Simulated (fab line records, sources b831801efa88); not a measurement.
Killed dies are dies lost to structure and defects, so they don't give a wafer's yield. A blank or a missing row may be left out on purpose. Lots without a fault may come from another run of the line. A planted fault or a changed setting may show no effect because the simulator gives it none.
Chamber matching | flow gf180mcu | GF_STI_WET_ETCH_27 on wet_bench-04: 3 sister chambers
The step etches Si3N4 in H3PO4, target depth 160 nm, time 1825 s. 6 wafers are shown with their chamber, then 2 later ones without.

WAFERS WITH THEIR CHAMBER
wafer  | chamber | bath_heat_duty_pct (%) | bath_guard_temp_C (C)
L544.2 | 3       | 25.9                   | 159.7
L544.4 | 3       | 23.9                   | 160.0
L550.4 | 1       | 25.0                   | 159.5
L551.3 | 0       | 24.2                   | 160.0
L551.5 | 0       | 23.6                   | 159.9
L555.2 | 1       | 27.7                   | 159.8

WAFERS WITHOUT THEIR CHAMBER
wafer  | bath_heat_duty_pct (%) | bath_guard_temp_C (C)
L555.5 | 26.3                   | 159.6
L555.6 | 26.3                   | 159.9

WHICH CHAMBER EACH WENT THROUGH
wafer  | from the rows above          | in truth
L555.5 | can't be placed: 1 or 3      | 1
L555.6 | can't be placed: 3 or 1 or 0 | 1
Placed correctly: 0 of 2. Can't be placed from these rows: 2 (the true chamber is among the candidates in 2). Placed wrongly: 0.
How it was worked out, from the rows above alone: a wafer's distance from a chamber is the root of the sum, over the readings, of the square of ((its reading less the chamber's mean) divided by the reading's scatter). The wafer belongs to the nearest chamber; if the next one is less than 2 further off, it can't be placed. A chamber's mean is the mean of its shown wafers. The scatter: the root of (the sum of the squares of (reading less its chamber's mean) over the shown wafers, divided by (wafers less chambers)).
